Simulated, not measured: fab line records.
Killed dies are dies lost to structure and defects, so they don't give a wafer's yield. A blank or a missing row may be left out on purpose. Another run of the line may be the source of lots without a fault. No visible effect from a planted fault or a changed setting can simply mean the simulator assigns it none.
8D (eight disciplines) problem report, filled in by code :: flow sfq-line :: the parts of the form that need people (team, actions taken, sign-off) are left out

## 1. PROBLEM STATEMENT
Mean of run-length-s at SFQ_TRILAYER_M2_BARC_OPEN_METAL_ETCH_077: 68.73 s across 3 wafers in 3 lots; on wafers with no fault it is 70.19 s (standard deviation 0.28). That is -5.2 standard deviations from the usual mean.
The step: etches BARC in O2, target depth 125 nm, time 41.7 s.
Seen first at day 32 20:32 on rie-metal-04, wafer L933.4. The record has a number at this step for 45 wafers belonging to 15 lots. The rule behind "out" and "out of limits": a value lying over 4 standard deviations away from the usual mean. The rest of the wafers with a number are treated as sound.

## 2. WHAT IT IS, AND WHAT IT ISN'T
question: which readings at this step
is: run-length-s
is not: drypump-motor-current-A

question: which lots
is: L933, L935, L937
is not: L925, L926, L928, L929, L930, L931, L932, L938, L939, L940, L946, L947

question: which wafers of those lots
is: L933.4, L935.4, L937.6
is not: L933.1, L933.5, L935.3, L935.5, L937.1, L937.2

question: read on which tools
is: rie-metal-04
is not: rie-metal-02, rie-metal-03

question: when
is: from day 32 20:32
is not: up to then (23 sound wafers); but 19 sound wafers of L935, L937, L938, L939, L940, L946, L947 came after

## 3. SUSPECTS, AND WHAT RULES EACH OUT
Counting: a tool at a process step up to the reading stays a suspect if it ran every lot that is out. Sound lots after the first of them don't rule it out here, since some wafers of a struck lot are sound.
- rie-metal-04 at SFQ_TRILAYER_M2_BARC_OPEN_METAL_ETCH_077 (etches BARC in O2, target depth 125 nm, time 41.7 s): kept. Every lot that is out went through it, the first being L933 (day 32 20:32); the last sound lot it ran before that was L931 (day 32 15:46). On those wafers its own readings are out: run-length-s.
After counting, what remains is rie-metal-04 at SFQ_TRILAYER_M2_BARC_OPEN_METAL_ETCH_077.

## 4. THE CAUSE (what the simulator had put in)
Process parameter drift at SFQ_TRILAYER_M2_BARC_OPEN_METAL_ETCH_077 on rie-metal-04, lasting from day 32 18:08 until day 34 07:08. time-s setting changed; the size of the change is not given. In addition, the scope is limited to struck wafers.
This tool alone remained once counting was done.

## 5. THE CHAIN OF EFFECTS, in route order
Rows list readings where the struck wafers' mean (over those with a number) sits beyond 3 standard deviations from the usual. Readings are gone through only where the record gives a usual standard deviation; hours: the median, over the lots, of the time from a lot's start at the first step in this table giving one to that lot's start at this step; sigmas: the change measured in usual standard deviations.
hours: 0
step: SFQ_TRILAYER_M2_BARC_OPEN_METAL_ETCH_077
reading: oes-product-au
usual: 0.685 a.u.
on struck wafers: 0.702
change: +0.017
sigmas: +3.6

hours: 0
step: SFQ_TRILAYER_M2_BARC_OPEN_METAL_ETCH_077
reading: run-length-s
usual: 70.19 s
on struck wafers: 68.73
change: -1.46
sigmas: -5.2
Process steps it contains:
- SFQ_TRILAYER_M2_BARC_OPEN_METAL_ETCH_077: etches BARC in O2, target depth 125 nm, time 41.7 s.
Readings that are blank on the struck wafers while sound wafers have them: bias-w at SFQ_TRILAYER_M2_BARC_OPEN_METAL_ETCH_077.

## 6. HOW IT WOULD HAVE BEEN CAUGHT EARLIER
2 hours passed between the start of the fault at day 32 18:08 and the first reading out of limits in this record, taken at day 32 20:32.
